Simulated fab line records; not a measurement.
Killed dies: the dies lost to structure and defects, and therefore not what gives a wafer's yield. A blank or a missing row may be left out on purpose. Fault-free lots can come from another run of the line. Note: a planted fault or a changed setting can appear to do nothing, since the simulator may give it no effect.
Split-lot study | flow sky130 | 23 wafers read across 5 lots, on a route 708 steps long

== THE SPLIT ==
At SKY_NWELL_IMPLANT_11, the setting dose-cm2 was moved away from the recipe's 1.9e+13 on 8 of the 23 wafers read, by -7.3% to +5.8%. The other wafers ran this setting at the recipe's value.

== FROM THE SPLIT TO THE READING: what the file shows between them, 8 steps ==
- SKY_NWELL_IMPLANT_12
- SKY_NWELL_IMPLANT_13
- SKY_NWELL_STRIP_14: strips in O2/N2
- SKY_NWELL_TW_MEAS_15
- SKY_NWELL_IMPLANT_24 (also split here: energy-kev)
- SKY_NWELL_STRIP_25: strips in O2/N2
- SKY_NWELL_CLEAN_27: cleans in SC1/SC2, time 150 s
- SKY_NWELL_RTA_28: time 30 s

== THE READING ==
NWELL_RS in ohm/sq, measured at SKY_NWELL_RS_MEAS_29 by four-point-probe. Typical for fault-free wafers on this fab line: 624.4 ohm/sq, with standard deviation 1.3 ohm/sq.

wafer  | tool, chamber at the split | dose-cm2 as run | against the recipe | NWELL_RS, ohm/sq | against lot-mates on the recipe
L077.1 | implanter-04, 0            | 1.843e+13       | -3.0%              | 634.5            | +10.2
L077.2 | implanter-04, 0            | 1.843e+13       | -3.0%              | 635.7            | +11.4
L077.3 | implanter-04, 0            | 1.9e+13         | recipe             | 623.0            | -
L077.5 | implanter-04, 0            | 1.9e+13         | recipe             | 624.9            | -
L077.6 | implanter-04, 0            | 1.9e+13         | recipe             | 625.0            | -
L080.2 | implanter-04, 0            | 1.9e+13         | recipe             | 622.0            | -
L080.4 | implanter-04, 0            | 1.9e+13         | recipe             | 622.9            | -
L080.5 | implanter-04, 0            | 1.9e+13         | recipe             | 623.7            | -
L082.1 | implanter-03, 0            | 1.761e+13       | -7.3%              | 651.4            | +25.9
L082.3 | implanter-03, 0            | 1.9e+13         | recipe             | 625.2            | -
L082.4 | implanter-03, 0            | 1.9e+13         | recipe             | 625.7            | -
L082.5 | implanter-03, 0            | 1.761e+13       | -7.3%              | 651.1            | +25.6
L082.6 | implanter-03, 0            | 1.761e+13       | -7.3%              | 651.8            | +26.3
L084.1 | implanter-02, 0            | 1.9e+13         | recipe             | 625.4            | -
L084.2 | implanter-02, 0            | 1.9e+13         | recipe             | 625.1            | -
L084.3 | implanter-02, 0            | 1.9e+13         | recipe             | 624.7            | -
L084.5 | implanter-02, 0            | 1.9e+13         | recipe             | 624.4            | -
L084.6 | implanter-02, 0            | 1.9e+13         | recipe             | 623.9            | -
L085.1 | implanter-04, 0            | 2.01e+13        | +5.8%              | 607.8            | -18.2
L085.2 | implanter-04, 0            | 1.9e+13         | recipe             | 625.1            | -
L085.3 | implanter-04, 0            | 2.01e+13        | +5.8%              | 607.6            | -18.4
L085.4 | implanter-04, 0            | 1.9e+13         | recipe             | 626.8            | -
L085.5 | implanter-04, 0            | 2.01e+13        | +5.8%              | 605.8            | -20.2

THE FIT
A straight line over all 23 wafers: NWELL_RS changes by -3.41 ohm/sq for each +1% of dose-cm2; r = -0.99; the points scatter about the line by 1.5 ohm/sq.
The same after taking each lot's own level away (the mean of its wafers on the recipe; 23 wafers): -3.44 ohm/sq for each +1%; r = -1.00; scatter 0.82 ohm/sq.
On that fit, the largest move of dose-cm2 shifts the reading by 25 ohm/sq.
The span of the lots' own levels, 622.87 to 625.95 ohm/sq, comes to 2.4 times the standard deviation stated above.
The two slopes agree, so the slope changes little with the lot-to-lot level.
Check: +25.3 ohm/sq against its lot-mates is what the line predicts for one of the wafers moved furthest among these (-7.3%) when that wafer is left out of the fit. It came out at +25.9 ohm/sq against them.

== OTHER SPLITS APPLIED TO THESE WAFERS ==
Other splits were also applied to these wafers ahead of the reading. Each is held against what the fit with the lots' levels taken away leaves over:
other split on the same wafers       | wafers away from the commonest value | r with NWELL_RS (lot level and that fit taken away)
SKY_FIELD_ISO_OXIDATION_01 ox-time-s | 15                                   | -0.12
SKY_FIELD_ISO_STRIP_16 power-w       | 9                                    | +0.18
SKY_PWDE_SOFTBAKE_03 temp-c          | 9                                    | -0.13
SKY_PWDE_DEVELOP_06 dev-temp-c       | 6                                    | -0.31
SKY_NWELL_IMPLANT_24 energy-kev      | 7                                    | +0.03

== THE WHOLE CHAIN: every reading that the file lists as answering this split, in the file's order ==
step                 | what it does                 | reading  | change (the file's fit)           | r (the file's)
SKY_NWELL_TW_MEAS_15 |                              | NWELL_TW | +5.47 for each +1% of the setting | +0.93
SKY_NWELL_RS_MEAS_29 | measures by four-point-probe | NWELL_RS | -3.45 for each +1% of the setting | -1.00

== THE FILE'S OWN FIT ==
NWELL_RS changes by -3.45 ohm/sq for each +1% of dose-cm2, r = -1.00.
